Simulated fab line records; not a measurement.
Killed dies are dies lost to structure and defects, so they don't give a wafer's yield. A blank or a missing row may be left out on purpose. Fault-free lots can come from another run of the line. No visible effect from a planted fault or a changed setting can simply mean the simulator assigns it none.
Which tool is to blame?	flow sky130	Sampling: 11 lots, 33 wafers, 3 of 708 route steps

## WHAT THE GAUGES READ, wafer by wafer
SKY_SONOS_ONO_THK_MEAS_01.
lot	measured	on	SONOS_ONO_OXIDATION_THK (nm)
L620	day 11 11:13	film_metro-01	2.53 2.58 2.66
L621	day 11 19:11	film_metro-03	2.59 2.61 2.62
L622	day 12 05:49	film_metro-01	2.60 2.59 2.59
L623	day 12 13:59	film_metro-03	2.62 2.62 2.61
L624	day 12 19:51	film_metro-02	2.51 2.58 2.51
L625	day 13 00:56	film_metro-02	2.69 2.65 2.59
L632	day 15 12:06	film_metro-02	3.07 3.02 3.08
L633	day 15 21:29	film_metro-02	3.07 3.12 3.14
L641	day 18 12:26	film_metro-01	2.56 2.60 2.59
L642	day 18 21:22	film_metro-03	2.60 2.55 2.56
L643	day 19 05:43	film_metro-02	2.63 2.59 2.59

## WHAT TOOL EACH LOT RAN ON (gives the tool, then ch and the chambers of the sampled wafers, and finally the start)
lot	SKY_FIELD_ISO_ETCH_15	SKY_SONOS_ONO_OXIDATION_00
L620	rie_diel-02 ch 0,2,3, day 2 04:59	furnace-01 ch 0, day 11 09:52
L621	rie_diel-04 ch 0,3, day 2 10:01	furnace-01 ch 0, day 11 17:50
L622	rie_diel-04 ch 0,1, day 2 15:28	furnace-01 ch 0, day 12 04:26
L623	rie_diel-03 ch 0,1, day 2 23:05	furnace-01 ch 0, day 12 12:38
L624	rie_diel-03 ch 0,2, day 3 02:17	furnace-02 ch 0, day 12 18:30
L625	rie_diel-03 ch 2,3, day 3 06:29	furnace-01 ch 0, day 12 23:34
L632	rie_diel-04 ch 1,2,3, day 4 19:14	furnace-01 ch 0, day 15 10:45
L633	rie_diel-03 ch 0,2,3, day 5 00:23	furnace-01 ch 0, day 15 20:07
L641	rie_diel-04 ch 0,2,3, day 6 19:05	furnace-02 ch 0, day 18 11:04
L642	rie_diel-04 ch 2,3, day 6 23:26	furnace-01 ch 0, day 18 20:01
L643	rie_diel-02 ch 2,3, day 7 04:20	furnace-01 ch 0, day 19 04:22
- SKY_FIELD_ISO_ETCH_15: etches the open film in CHF3/O2, stops on Si, target depth 180 nm, time 72 s.
- SKY_SONOS_ONO_OXIDATION_00: stabilise 600 s, purge 300 s, target thk 2.6 nm.

## THE ANSWER, worked out from the rows above alone
Rule: what is usual is taken from the lots themselves. Put in order of their means at a reading, lots are off if they are a third of the lots or fewer, leave a main group of 4 or more, and stand apart from it by a gap of 3 or more times the standard deviation of the main group's means; of several such gaps the widest counts. A main group whose means are all the same, to the digits that the tables above print for the reading, isn't used. A lot without any number at a reading at which 4 lots or more have one is off too. Any other lot the step has rows for is counted as sound.
Off: L632, L633, seen at SKY_SONOS_ONO_THK_MEAS_01 (SONOS_ONO_OXIDATION_THK). For the main group the mean is 2.59 nm and the standard deviation 0.029.
If a tool, at a process step before that reading, ran all the lots that are off and no sound lot after the first of them, it fits. Gauges at SKY_SONOS_ONO_THK_MEAS_01: tried the same way as those tools. Of those tried, none fits.

## WHAT THE SIMULATOR HAD PUT IN
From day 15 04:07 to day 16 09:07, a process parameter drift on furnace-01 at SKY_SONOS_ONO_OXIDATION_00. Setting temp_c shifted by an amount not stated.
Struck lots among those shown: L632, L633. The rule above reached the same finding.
